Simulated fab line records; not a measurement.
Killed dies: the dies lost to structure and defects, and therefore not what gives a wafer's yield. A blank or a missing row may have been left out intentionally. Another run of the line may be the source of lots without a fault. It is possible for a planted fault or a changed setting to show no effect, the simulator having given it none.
Matching of chambers -- flow sky130 -- SKY_PASSIVATION_CVD_02 on pecvd-04 has 3 sister chambers
The step deposits Si3N4, target thk 540 nm. 27 wafers are shown with their chamber, then 12 later ones without.

WAFERS WITH THEIR CHAMBER
wafer,chamber,heater_power_w (W)
L075.1,2,871
L075.2,0,756
L075.3,1,708
L075.4,1,724
L075.5,2,903
L075.6,0,771
L077.1,0,790
L077.2,1,738
L077.3,2,862
L077.4,0,624
L077.5,1,767
L077.6,2,870
L081.1,1,712
L081.4,1,768
L081.5,0,764
L083.3,2,828
L083.5,0,756
L083.6,1,750
L084.1,0,757
L084.2,1,702
L084.5,2,882
L086.1,0,710
L086.2,1,719
L086.3,2,747
L086.4,1,735
L086.5,2,800
L086.6,0,742

SIGNATURES, as means of the wafers listed above
reading,chamber 0,chamber 1,chamber 2,scatter within a chamber
heater_power_w,741.11,732.30,845.38,42
Rule: for a wafer and a chamber, the distance is found by dividing, reading by reading, the gap between the wafer's reading and the chamber's mean by the reading's scatter, squaring, summing and taking the root. If the next closest chamber is less than 2 further off than the closest, the wafer can't be placed; otherwise it belongs to the closest. The scatter: take each reading less its chamber's mean, square it, sum over the shown wafers, divide by the number of wafers less the number of chambers, and take the root.

WAFERS WITH NO CHAMBER GIVEN
wafer,heater_power_w (W)
L088.3,733
L088.5,764
L088.6,716
L091.1,806
L091.5,722
L091.6,760
L094.3,729
L094.4,667
L094.6,757
L096.1,875
L096.2,770
L096.5,889

EACH ONE'S CHAMBER
wafer,from the rows above,in truth
L088.3,can't be placed: 1 or 0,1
L088.5,can't be placed: 0 or 1 or 2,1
L088.6,can't be placed: 1 or 0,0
L091.1,can't be placed: 2 or 0 or 1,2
L091.5,can't be placed: 1 or 0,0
L091.6,can't be placed: 0 or 1 or 2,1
L094.3,can't be placed: 1 or 0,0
L094.4,can't be placed: 1 or 0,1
L094.6,can't be placed: 0 or 1 or 2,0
L096.1,2,2
L096.2,can't be placed: 0 or 1 or 2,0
L096.5,2,2
Placed correctly: 2 of 12. Cannot be placed on the basis of these rows: 10; the candidates contain the true chamber in 10. 0 placed wrongly.
